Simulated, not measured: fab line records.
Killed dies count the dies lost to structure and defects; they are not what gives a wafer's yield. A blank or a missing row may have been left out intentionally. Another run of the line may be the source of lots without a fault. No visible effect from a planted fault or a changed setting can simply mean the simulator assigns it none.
What tool caused it?    flow sky130    11 lots, 33 wafers sampled, at 5 steps of a route of 708

== WHAT THE GAUGES READ, wafer by wafer ==
SKY_FIELD_ISO_THK_MEAS_04. Usual: FIELD_ISO_CVD_03_THK 164.1 nm, standard deviation 1.4.
lot   measured     on            FIELD_ISO_CVD_03_THK (nm)  flag
L995  day 1 13:29  filmMetro-01  166.2 165.9 165.1          
L996  day 1 19:58  filmMetro-01  165.4 164.3 165.9          
L997  day 1 23:29  filmMetro-01  164.9 164.7 163.4          
L100  day 2 16:06  filmMetro-01  166.2 164.0 163.9          
L102  day 3 06:37  filmMetro-02  164.2 165.2 163.0          
L103  day 3 06:38  filmMetro-03  163.5 163.4 164.1          
L107  day 4 01:36  filmMetro-03  164.5 163.2 164.3          
L108  day 4 09:36  filmMetro-01  166.0 167.3 167.2          
L112  day 5 04:23  filmMetro-02  165.4 165.3 165.2          
L117  day 6 03:30  filmMetro-01  163.0 162.8 163.2          
L118  day 6 09:19  filmMetro-03  164.9 165.3 165.3          

SKY_NWELL_OVL_MEAS_10. Usual: NWELL_00_OVL 0.6 nm, standard deviation 1.8.
lot   measured      on          NWELL_00_OVL (nm)  flag
L995  day 4 11:29   overlay-01  2.5 1.5 4.0        
L996  day 4 18:02   overlay-02  0.8 3.8 0.5        
L997  day 5 02:17   overlay-02  0.4 -2.0 -1.6      
L100  day 5 18:47   overlay-02  1.4 0.2 0.1        
L102  day 6 14:02   overlay-02  -0.9 -0.2 -1.2     
L103  day 6 13:32   overlay-02  1.4 1.2 -0.5       
L107  day 7 10:14   overlay-02  -3.3 -1.6 -4.4     
L108  day 7 18:47   overlay-01  - - -              OFF
L112  day 8 15:41   overlay-01  0.8 1.1 -1.1       
L117  day 9 21:16   overlay-02  -1.0 -0.1 0.5      
L118  day 10 13:22  overlay-01  1.7 1.4 2.4        

SKY_NWELL_TW_MEAS_15. Usual: NWELL_TW 1812, standard deviation 18.
lot   measured      on            NWELL_TW        flag
L995  day 4 12:05   filmMetro-04  1789 1790 1802  
L996  day 4 18:37   filmMetro-01  1810 1809 1813  
L997  day 5 02:52   filmMetro-04  1806 1809 1808  
L100  day 5 19:22   filmMetro-02  1846 1831 1836  
L102  day 6 14:37   filmMetro-01  1816 1807 1813  
L103  day 6 14:08   filmMetro-04  1789 1781 1788  
L107  day 7 10:49   filmMetro-01  1812 1817 1818  
L108  day 7 19:22   filmMetro-04  29 30 30        OFF
L112  day 8 16:17   filmMetro-02  1832 1825 1819  
L117  day 9 23:01   filmMetro-01  1824 1825 1818  
L118  day 10 13:57  filmMetro-04  1787 1790 1795  

== EACH LOT AND THE TOOL THAT RAN IT (in order: tool; ch and the chambers of the sampled wafers; start) ==
lot   SKY_FIELD_ISO_STRIP_16              SKY_NWELL_EXPOSE_07
L995  plasmaAsher-03 ch 0,1, day 2 03:44  ilineStepper-02 ch 0, day 4 03:42
L996  plasmaAsher-03 ch 0,1, day 2 10:29  ilineStepper-01 ch 0, day 4 09:55
L997  plasmaAsher-04 ch 0,1, day 2 13:55  ilineStepper-02 ch 0, day 4 17:28
L100  plasmaAsher-01 ch 0,1, day 3 08:40  ilineStepper-01 ch 0, day 5 10:01
L102  plasmaAsher-04 ch 0,1, day 3 23:19  ilineStepper-01 ch 0, day 6 04:55
L103  plasmaAsher-03 ch 0,1, day 3 23:19  ilineStepper-02 ch 0, day 6 04:39
L107  plasmaAsher-01 ch 0,1, day 4 18:36  ilineStepper-02 ch 0, day 7 00:56
L108  plasmaAsher-03 ch 0,1, day 5 03:13  ilineStepper-02 ch 0, day 7 09:02
L112  plasmaAsher-01 ch 1, day 5 22:26    ilineStepper-01 ch 0, day 8 05:04
L117  plasmaAsher-03 ch 0,1, day 6 22:49  ilineStepper-01 ch 0, day 9 12:52
L118  plasmaAsher-04 ch 0,1, day 7 04:40  ilineStepper-02 ch 0, day 10 01:01
- SKY_FIELD_ISO_STRIP_16: strips in O2/N2.
- SKY_NWELL_EXPOSE_07: exposes mask NWM, target cd 840 nm.

== AS READ BY THE TOOLS THEMSELVES (means over the sampled wafers that have a number; for cases with no such wafer, the mark the record gives instead) ==
SKY_FIELD_ISO_STRIP_16. Usual: drypumpMotorCurrentA 5.6 A, standard deviation 0.32; o2FlowSccm 2999 sccm, standard deviation 8.7; oesProductAu 0.378 a.u., standard deviation 0.0049; stripTimeToEndpointS 3.57 s, standard deviation 0.042.
lot   tool            drypumpMotorCurrentA (A)  o2FlowSccm (sccm)  oesProductAu (a.u.)  stripTimeToEndpointS (s)  flag
L995  plasmaAsher-03  5.4                       2987               0.381                3.58                      
L996  plasmaAsher-03  5.4                       3005               0.379                3.56                      
L997  plasmaAsher-04  5.5                       3002               0.378                3.57                      
L100  plasmaAsher-01  5.8                       2995               0.380                3.54                      
L102  plasmaAsher-04  5.5                       2995               0.376                3.60                      
L103  plasmaAsher-03  5.5                       2999               0.378                3.63                      
L107  plasmaAsher-01  5.9                       2996               0.379                3.61                      
L108  plasmaAsher-03  5.4                       2998               0.380                3.54                      
L112  plasmaAsher-01  6.1                       2996               0.378                3.54                      
L117  plasmaAsher-03  5.4                       2999               0.385                3.59                      
L118  plasmaAsher-04  5.5                       3002               0.374                3.57                      

== THE ANSWER, worked out from the rows above alone ==
Rule: a lot counts as off when the mean over its wafers that have a number is more than 3 standard deviations away from the usual mean. Also off: a lot with no number at a reading for which 4 or more lots have one. Any other lot the step has rows for is counted as sound. First the gauges in route order, then the tools' own readings, where a lot's mean is used as printed above. The first step at which some lot is off is used, and at that step the reading that is off furthest; a lot without a number counts as furthest.
Off: L108, seen at SKY_NWELL_OVL_MEAS_10 (NWELL_00_OVL). Without a number there: L108.
A tool fits if, at a process step before that reading, it ran every lot that is off, and no sound lot after the first of them. Not tried: the gauges at SKY_NWELL_OVL_MEAS_10; whatever is off there is also off at SKY_NWELL_TW_MEAS_15, on other tools, and gauge error can't account for it. Of those tried, none fits.

== WHAT THE SIMULATOR PUT IN ==
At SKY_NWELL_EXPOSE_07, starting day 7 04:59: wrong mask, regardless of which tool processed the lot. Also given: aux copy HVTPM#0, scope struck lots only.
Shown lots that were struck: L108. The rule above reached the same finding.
